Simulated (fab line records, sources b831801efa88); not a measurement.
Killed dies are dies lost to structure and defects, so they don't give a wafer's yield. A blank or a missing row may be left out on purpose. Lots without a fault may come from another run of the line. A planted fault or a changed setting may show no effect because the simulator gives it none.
fab line records | flow sky130
record lots=6 wafers=16 last_day=49
route steps=708 shown METAL1@446 VIA1@458 PAD_OPEN@708
lots that met no fault: from a run of the same line without faults
start_h: hours from the record's first day to the start of the lot's first wafer shown | wait_h: hours since the lot's step before | " the same as in the row above | L1.1+2: a row that stands for several wafers | - no value, or no start given | * or withheld: withheld | < > ~ a bound
route shown NAME@n: a module of which the file shows steps, and the number in the route of the first | usual: mean/standard deviation of fault-free wafers | same: alike in all rows | chamber/n: place in a boat | sites: the reading at each site | _std_site: their standard deviation | _edge_site: outer sites' mean less inner sites' | radius_mm: how far each site lies from the wafer's centre | mask NAME#n: copy n | behind: the tool/chamber that last shaped the wafer | hold: why the lot was held/for how many hours/how that ended | device: the transistor (n, p or np) that didn't switch | end of line: the same wafers' tests at the end of the route | a step without rows: its recipe alone | killed: dies lost to structure and defects at the first sort, not the wafer's yield | map: a wafer's dies, x killed, . not, _ none there
set.NAME: the setting as run; set.NAME@STEP: as run at that earlier step | model.NAME: the simulator's own value behind a step, which no gauge read
lots at some steps of the route; a table a step, a row a wafer
services: from which hour (start_h, from the record's first day; less than 0 if before it) a tool's chamber was out of use, for how many hours, and why
## steps
# step SKY_METAL1_EXPOSE_12
# recipe mask_id=MM1 na=0.8 source_shape=annular sigma_inner=0.55 sigma_outer=0.85 target_cd_nm=140 dose_mj=28
# step SKY_METAL1_PEB_13
# recipe peb_temp_c=withheld peb_time_s=withheld resist=KrF-thick
# step SKY_METAL1_DEVELOP_14
# recipe develop_time_s=60 resist=KrF-thick dev_temp_c=21
# step SKY_METAL1_CD_MEAS_15
# recipe target_cd_nm=140
# usual cd_nm=140.4/1.6
# columns lot.wafer tool chamber start_h wait_h cd_nm
L182.1 cd_sem-02 - 803.16 - 139.6
L182.2 " - " " 140.7
L182.4 " - " " 140.0
L190.1 cd_sem-02 - 844.82 - 139.1
L190.4 " - " " 139.0
L192.1 cd_sem-02 - 854.96 - 140.6
L192.5 " - " " 139.1
L194.1 cd_sem-02 - 870.19 - 140.0
L194.2 " - " " 140.7
L194.5 " - " " 141.3
L198.2 cd_sem-02 - 898.93 - 142.7
L198.5 " - " " 142.3
L198.6 " - " " 141.7
L199.2 cd_sem-02 - 905.46 - 142.1
L199.3 " - " " 141.4
L199.5 " - " " 141.7
# step SKY_METAL1_OVL_MEAS_16
# usual METAL1_OVL=0/4.8
# columns lot.wafer tool chamber start_h wait_h METAL1_OVL[nm]
L182.1 overlay-01 - 803.28 0.1 -3
L182.2 " - " " 1
L182.4 " - " " -1
L190.1 overlay-01 - 844.94 0.1 2
L190.4 " - " " 4
L192.1 overlay-02 - 855.08 0.1 5
L192.5 " - " " 6
L194.1 overlay-01 - 870.31 0.1 3
L194.2 " - " " -2
L194.5 " - " " 1
L198.2 overlay-01 - 899.04 0.1 0
L198.5 " - " " 0
L198.6 " - " " 5
L199.2 overlay-02 - 905.57 0.1 -1
L199.3 " - " " 0
L199.5 " - " " -3
# step SKY_METAL1_DESCUM_17
# recipe chemistry=O2 source_power_w=150 bias_power_w=0 pressure_mtorr=10 temp_c=40 time_s=8
# usual drypump_motor_current_A=5.9/0.34 oes_product_au=1.000/0.0078 temp_c=40.00/0.11
# columns lot.wafer tool chamber start_h wait_h drypump_motor_current_A oes_product_au rf_hours_counter_h temp_c
L182.1 rie_metal-03 1 803.32 0.0 5.7 0.999 10 40.10
L182.2 " 0 " " 5.5 1.000 3 40.16
L182.4 " 1 " " 5.7 0.994 - 40.08
L190.1 rie_metal-01 0 844.97 0.0 6.4 1.001 16 40.25
L190.4 " 0 " " 6.4 0.996 - 40.13
L192.1 rie_metal-03 0 855.12 0.0 5.5 1.012 4 40.10
L192.5 " 1 " " 5.7 1.000 - 39.73
L194.1 rie_metal-02 1 870.35 0.0 5.7 0.998 4 39.87
L194.2 " 0 " " 5.6 0.990 6 40.15
L194.5 " 1 " " 5.7 1.002 - 40.04
L198.2 rie_metal-03 1 899.07 0.0 5.7 0.993 14 39.89
L198.5 " 0 " " 5.5 1.012 - 39.87
L198.6 " 1 " " 5.7 0.991 - 40.04
L199.2 rie_metal-01 0 905.60 0.0 6.4 0.989 1 39.91
L199.3 " 1 " " 6.2 1.002 - 40.09
L199.5 " 1 " " 6.2 1.012 - 40.02
# step SKY_METAL1_ETCH_18
# recipe chemistry=N2/H2 target=BARC ion_energy_ev=200 bias_w=100 pressure_mtorr=30 n2_flow_sccm=100 h2_flow_sccm=200 icp_w=500 stop_on=SiO2 time_s=45.9 target_depth_a=600
# usual drypump_motor_current_A=5.9/0.34 oes_product_au=0.853/0.0048 throttle_valve_pct=13.224/0.0091
# columns lot.wafer tool chamber start_h wait_h drypump_motor_current_A oes_product_au rf_hours_counter_h throttle_valve_pct
L182.1 rie_metal-03 1 803.35 0.0 5.8 0.847 10 13.241
L182.2 " 0 " " 5.5 0.853 3 13.213
L182.4 " 1 " " 5.7 0.849 - 13.221
L190.1 rie_metal-01 0 845.01 0.0 6.4 0.847 16 13.226
L190.4 " 0 " " 6.4 0.845 - 13.207
L192.1 rie_metal-03 0 855.15 0.0 5.5 0.853 4 13.223
L192.5 " 1 " " 5.7 0.856 - 13.235
L194.1 rie_metal-02 1 870.38 0.0 5.7 0.855 4 13.231
L194.2 " 0 " " 5.6 0.859 6 13.225
L194.5 " 1 " " 5.7 0.846 - 13.213
L198.2 rie_metal-03 1 899.10 0.0 5.7 0.848 14 13.223
L198.5 " 0 " " 5.5 0.858 - 13.236
L198.6 " 1 " " 5.7 0.848 - 13.221
L199.2 rie_metal-01 0 905.63 0.0 6.4 0.856 1 13.208
L199.3 " 1 " " 6.2 0.859 - 13.216
L199.5 " 1 " " 6.3 0.850 - 13.215
# step SKY_METAL1_METAL_ETCH_19
# recipe target_depth_a=3600 stop_on=SiO2 over_etch_frac=0.3 time_s=78 chemistry=Cl2/BCl3 resist_sidewall_deg=88 pressure_mtorr=10 icp_w=900 bias_w=48.5 Cl2_flow_sccm=60 bcl3_flow_sccm=30
# usual bcl3_flow_sccm=30.00/0.083 drypump_motor_current_A=5.9/0.34 oes_product_au=0.855/0.0066 throttle_valve_pct=22.264/0.0083
# columns lot.wafer tool chamber start_h wait_h bcl3_flow_sccm drypump_motor_current_A oes_product_au rf_hours_counter_h throttle_valve_pct
L182.1 rie_metal-03 1 803.41 0.0 30.06 5.7 0.853 10 22.260
L182.2 " 0 " " 29.79 5.5 0.853 3 22.270
L182.4 " 1 " " 30.05 5.7 0.854 - 22.258
L190.1 rie_metal-01 0 845.07 0.0 30.11 6.4 0.855 16 22.264
L190.4 " 0 " " 30.01 6.4 0.852 - 22.282
L192.1 rie_metal-03 0 855.21 0.0 30.07 5.5 0.852 4 22.246
L192.5 " 1 " " 29.99 5.7 0.846 - 22.273
L194.1 rie_metal-02 1 870.45 0.0 29.94 5.7 0.862 4 22.263
L194.2 " 0 " " 30.06 5.6 0.869 6 22.263
L194.5 " 1 " " 30.16 5.7 0.854 - 22.257
L198.2 rie_metal-03 1 899.17 0.0 30.01 5.7 0.861 14 22.262
L198.5 " 0 " " 29.98 5.5 0.864 - 22.280
L198.6 " 1 " " 30.06 5.7 0.852 - 22.267
L199.2 rie_metal-01 0 905.70 0.0 29.85 6.4 0.867 1 22.248
L199.3 " 1 " " 30.01 6.2 0.852 - 22.264
L199.5 " 1 " " 29.99 6.2 0.860 - 22.252
# step SKY_METAL1_STRIP_20
# recipe chemistry=O2/N2 power_w=1400 pressure_mtorr=1500 platen_temp_c=withheld o2_flow_sccm=3000 n2_flow_sccm=300 overash_fraction=0.5
# usual drypump_motor_current_A=5.7/0.31 o2_flow_sccm=3000/10 oes_product_au=0.343/0.0048 strip_time_to_endpoint_s=2.70/0.035
# columns lot.wafer tool chamber start_h wait_h drypump_motor_current_A o2_flow_sccm oes_product_au rf_hours_counter_h strip_time_to_endpoint_s
L182.1 plasma_asher-01 1 803.50 0.1 6.3 2991 0.344 35 2.74
L182.2 " 0 " " 5.7 3019 0.340 35 2.69
L182.4 " 0 " " 5.7 3005 0.339 - 2.71
L190.1 plasma_asher-01 1 845.16 0.1 6.3 2999 0.345 39 2.73
L190.4 " 0 " " 5.7 3009 0.347 - 2.72
L192.1 plasma_asher-02 1 855.30 0.1 6.0 2993 0.348 73 2.69
L192.5 " 0 " " 5.4 3013 0.343 - 2.76
L194.1 plasma_asher-03 0 870.54 0.1 5.5 3007 0.333 104 2.65
L194.2 " 1 " " 5.6 2989 0.339 104 2.69
L194.5 " 0 " " 5.5 3012 0.343 - 2.67
L198.2 plasma_asher-02 0 899.26 0.1 5.4 3009 0.352 78 2.77
L198.5 " 1 " " 6.1 2996 0.340 - 2.68
L198.6 " 0 " " 5.4 3006 0.338 - 2.77
L199.2 plasma_asher-03 0 905.79 0.1 5.4 2989 0.344 108 2.72
L199.3 " 1 " " 5.6 3002 0.348 - 2.68
L199.5 " 0 " " 5.5 3005 0.339 - 2.66
# step SKY_METAL1_STRIP_21
# recipe chemistry=post_etch_residue_remover time_s=1200 temp_c=72.5
# step SKY_METAL1_CLEAN_22
# recipe chemistry=IPA time_s=180 temp_c=25
# step SKY_METAL1_CLEAN_23
# recipe chemistry=O3/DIW dry=n2_spin
# step SKY_VIA1_HDPCVD_00
# recipe material=SiO2 target_thk_nm=1030 sigma_open_frac=0.3 time_s=171.7 temp_c=400 sih4_flow_sccm=60 pressure_mtorr=6
# usual sih4_flow_sccm=60.00/0.17
# columns lot.wafer tool chamber start_h wait_h sih4_flow_sccm model.SiO2_of_VIA1_HDPCVD_00.thk_nm
L182.1 hdpcvd-02 0 804.10 0.0 60.01 1042
L182.2 " 1 " " 59.99 1034
L182.4 " 1 " " 60.00 1037
L190.1 hdpcvd-02 0 845.80 0.0 50.84 888.6
L190.4 " 1 " " 60.06 1033
L192.1 hdpcvd-02 1 855.89 0.0 59.75 1047
L192.5 " 0 " " 50.76 896.7
L194.1 hdpcvd-01 1 871.13 0.0 60.11 1033
L194.2 " 0 " " 60.08 1043
L194.5 " 1 " " 60.25 1034
L198.2 hdpcvd-01 2 899.85 0.0 59.93 1055
L198.5 " 1 " " 59.87 1041
L198.6 " 0 " " 60.04 1045
L199.2 hdpcvd-01 1 906.38 0.0 59.85 1033
L199.3 " 0 " " 60.05 1016
L199.5 " 1 " " 60.28 1031
# step SKY_VIA1_THK_MEAS_01
# recipe reads=SiO2_of_VIA1_HDPCVD_00
# usual VIA1_HDPCVD_THK=1033/9.3
# columns lot.wafer tool chamber start_h wait_h VIA1_HDPCVD_THK[nm]
L182.1 film_metro-01 - 804.21 0.1 1043
L182.2 " - " " 1034
L182.4 " - " " 1037
L190.1 film_metro-02 - 845.91 0.1 889
L190.4 " - " " 1034
L192.1 film_metro-04 - 856.00 0.1 1047
L192.5 " - " " 897
L194.1 film_metro-01 - 871.24 0.1 1033
L194.2 " - " " 1043
L194.5 " - " " 1035
L198.2 film_metro-02 - 900.01 0.1 1055
L198.5 " - " " 1040
L198.6 " - " " 1045
L199.2 film_metro-04 - 906.50 0.1 1033
L199.3 " - " " 1016
L199.5 " - " " 1031
# step SKY_VIA1_CMP_02
# recipe material=SiO2 down_force_psi=4 platen_rpm=60 pad_velocity_m_s=0.94248
# usual motor_current_A=12.0/0.8 slurry_filter_dp_kPa=13.50/0.13
# columns lot.wafer tool chamber start_h wait_h motor_current_A slurry_filter_dp_kPa
L182.2 cmp-01 1 804.27 0.0 11.0 13.41
L182.4 " 2 " " 12.8 13.71
L182.1 " 3 " " 10.3 13.41
L190.1 cmp-01 0 845.97 0.1 11.9 13.32
L190.4 " 2 " " 12.5 13.54
L192.1 cmp-02 3 856.21 0.2 12.8 13.61
L192.5 " 1 " " 12.7 13.54
L194.2 cmp-02 2 871.35 0.1 11.3 13.60
L194.1 " 0 " " 12.2 13.72
L194.5 " 1 " " 12.4 13.35
L198.2 cmp-02 3 900.11 0.1 12.7 13.29
L198.5 " 2 " " 12.3 13.53
L198.6 " 3 " " 13.1 13.24
L199.2 cmp-02 0 906.55 0.0 11.6 13.54
L199.3 " 3 " " 12.6 13.46
L199.5 " 0 " " 11.8 13.51
# step SKY_PAD_OPEN_PROBE_99
# usual defect_limited_yield=82.2/1.9 killed_at_M0_to_M3=44/6.7 killed_at_M4_up=3.1/1.8 killed_at_contacts=24/5.1 killed_at_front_end=16/4.7 killed_at_other=0.3/0.59 killed_dies=88/9.6 killed_on_rim=17/3.8 killed_open=48/7.3 killed_short=39/6.5 sort_bin_3_pad_short=0.9/0.43 sort_bin_5_function=10.6/1.6 sort_bin_6_memory=6.3/1.1 sort_n_pass=404/9.6 sort_yield_pct=82.2/1.9
# same gross_dies=492 killed_at_back_side=0 sort_bin_4_leakage[%]=0 sort_bin_8_speed[%]=0
# columns lot.wafer tool chamber start_h wait_h defect_limited_yield[%] killed_at_M0_to_M3 killed_at_M4_up killed_at_contacts killed_at_front_end killed_at_other killed_dies killed_on_rim killed_open killed_short sort_bin_3_pad_short[%] sort_bin_5_function[%] sort_bin_6_memory[%] sort_n_pass sort_yield_pct[%]
L182.1 prober-01 - 1105.94 0.1 80.3 56 1 29 11 0 97 18 49 48 1.2 10.2 8.3 395 80.3
L182.2 prober-01 - 1105.99 0.1 80.1 51 4 29 14 0 98 19 50 48 1.0 11.0 7.9 394 80.1
L182.4 prober-01 - 1106.09 0.2 78.9 49 2 26 27 0 104 19 60 43 1.4 13.4 6.3 388 78.9
L190.4 prober-02 - 1140.00 0.2 81.1 47 3 28 15 0 93 19 60 33 0.8 11.6 6.5 399 81.1
L194.1 prober-02 - 1158.21 0.1 78.7 50 1 33 21 0 105 20 49 56 0.6 13.2 7.5 387 78.7
L194.2 prober-02 - 1158.26 0.1 81.5 41 1 32 16 1 91 17 47 44 0.8 12.0 5.7 401 81.5
L194.5 prober-02 - 1158.41 0.2 81.7 47 2 35 6 0 90 13 60 30 1.0 11.8 5.5 402 81.7
L198.2 prober-02 - 1177.86 0.1 79.9 50 3 25 21 0 99 19 59 40 1.4 13.4 5.3 393 79.9
L198.5 prober-02 - 1178.01 0.2 80.5 51 3 22 20 0 96 16 53 42 1.2 12.0 6.3 396 80.5
L198.6 prober-02 - 1178.06 0.2 81.1 50 5 26 11 1 93 20 52 41 1.2 10.8 6.9 399 81.1
L199.2 prober-01 - 1179.96 0.1 85.2 40 3 22 8 0 73 10 53 20 0.2 7.9 6.7 419 85.2
L199.5 prober-01 - 1180.11 0.2 85.2 38 0 19 15 1 73 20 46 27 0.6 8.5 5.7 419 85.2
# killed by level:class
L182.1 CONTACT:geometric_particle:open=10 METAL2:geometric_particle:short=10 METAL1:geometric_particle:short=9 VIA2:geometric_particle:open=9 VIA1:geometric_particle:open=8 LI_CONTACT:geometric_particle:open=7 VIA3:geometric_particle:open=7 CONTACT:geometric_particle:short=5
L182.2 VIA1:geometric_particle:open=13 METAL1:geometric_particle:short=9 LI_CONTACT:geometric_particle:open=8 LOCAL_INTERCONNECT:geometric_particle:short=8 METAL2:geometric_particle:short=7 VIA3:geometric_particle:open=7 CONTACT:geometric_particle:open=6 CONTACT:geometric_particle:short=3
L182.4 VIA2:geometric_particle:open=12 LI_CONTACT:geometric_particle:open=9 CONTACT:geometric_particle:open=9 METAL1:geometric_particle:short=9 POLY_GATE:geometric_particle:open=8 VIA3:geometric_particle:open=6 VIA1:geometric_particle:open=6 SPACER:geometric_particle:open=5
L190.4 VIA1:geometric_particle:open=17 LI_CONTACT:geometric_particle:open=11 VIA2:geometric_particle:open=7 METAL2:geometric_particle:short=6 LOCAL_INTERCONNECT:geometric_particle:short=5 CONTACT:geometric_particle:open=5 VIA3:geometric_particle:open=4 FIELD_ISO:geometric_particle:open=4
L194.1 METAL1:geometric_particle:short=10 LI_CONTACT:geometric_particle:open=10 LOCAL_INTERCONNECT:geometric_particle:short=8 CONTACT:geometric_particle:open=7 VIA1:geometric_particle:open=7 VIA3:geometric_particle:open=7 POLY_GATE:geometric_particle:short=6 METAL1:geometric_particle:open=6
L194.2 CONTACT:geometric_particle:open=12 VIA1:geometric_particle:open=11 CONTACT:geometric_particle:short=7 LI_CONTACT:geometric_particle:open=6 VIA1:geometric_particle:short=6 FIELD_ISO:geometric_particle:open=5 LI_CONTACT:geometric_particle:short=4 METAL2:geometric_particle:open=4
L194.5 CONTACT:geometric_particle:open=22 VIA1:geometric_particle:open=12 LI_CONTACT:geometric_particle:open=8 VIA1:geometric_particle:short=6 VIA3:geometric_particle:open=6 VIA2:geometric_particle:open=5 POLY_GATE:geometric_particle:short=4 METAL2:geometric_particle:short=4
L198.2 VIA1:geometric_particle:open=22 LI_CONTACT:geometric_particle:open=9 VIA1:geometric_particle:short=8 CONTACT:geometric_particle:short=7 FIELD_ISO:geometric_particle:short=6 FIELD_ISO:geometric_particle:open=6 CONTACT:geometric_particle:open=6 VIA2:geometric_particle:open=5
L198.5 CONTACT:geometric_particle:open=11 VIA1:geometric_particle:open=11 VIA2:geometric_particle:open=7 METAL2:geometric_particle:short=7 VIA3:geometric_particle:short=6 METAL1:geometric_particle:short=5 VIA3:geometric_particle:open=5 CONTACT:geometric_particle:short=4
L198.6 VIA1:geometric_particle:open=12 CONTACT:geometric_particle:open=12 VIA3:geometric_particle:open=7 LI_CONTACT:geometric_particle:open=7 METAL2:geometric_particle:short=6 METAL1:geometric_particle:short=5 FIELD_ISO:geometric_particle:open=4 METAL3:geometric_particle:short=4
L199.2 VIA2:geometric_particle:open=13 VIA1:geometric_particle:open=9 VIA3:geometric_particle:open=9 LI_CONTACT:geometric_particle:open=7 CONTACT:geometric_particle:open=6 CONTACT:geometric_particle:short=4 LOCAL_INTERCONNECT:geometric_particle:open=3 METAL2:geometric_particle:short=3
L199.5 VIA1:geometric_particle:open=11 VIA2:geometric_particle:open=10 CONTACT:geometric_particle:open=8 POLY_GATE:geometric_particle:short=5 VIA3:geometric_particle:open=5 POLY_GATE:geometric_particle:open=4 LI_CONTACT:geometric_particle:open=4 CONTACT:geometric_particle:short=3
## services
# columns tool chamber start_h hours kind
hdpcvd-01 0 783.21 22.8 repair
rie_metal-01 0 794.96 1.2 repair
plasma_asher-02 - 795.95 7.0 repair
rie_metal-03 - 799.28 2.8 pm
rie_metal-03 0 804.95 4.2 repair
cmp-02 - 805.63 0.7 repair
rie_metal-03 - 816.01 14.6 pm
hdpcvd-01 1 831.87 6.0 repair
rie_metal-01 0 858.48 - clean
rie_metal-01 0 858.48 17.7 scheduled_down
rie_metal-01 0 858.48 17.7 vent_cycle
hdpcvd-01 2 865.53 2.4 repair
rie_metal-02 0 880.93 6.1 repair
plasma_asher-02 - 901.22 9.8 repair
## key
first_sign step=SKY_VIA1_HDPCVD_00 reading=sih4_flow_sccm direction=down sigmas=55 usual=60.00 struck=50.80
effect step=SKY_VIA1_THK_MEAS_01 reading=VIA1_HDPCVD_THK direction=down sigmas=15 usual=1033 struck=893
model_effect step=SKY_VIA1_HDPCVD_00 value=SiO2_of_VIA1_HDPCVD_00.thk_nm without=1047 struck=892.6
met_at SKY_VIA1_HDPCVD_00
struck_wafers L190.1,L192.5
rows_end L190.1
onset_between 804.10 845.80
fault kind=process_parameter_drift tool=hdpcvd-02 chamber=0 onset_h=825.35 steps=SKY_VIA1_HDPCVD_00 channel=sih4_flow_sccm offset=-9 shape=step acts_in=these_recipes_only stated=60
# rows_end: these wafers met a further fault down the route, and their rows from its step on are left out
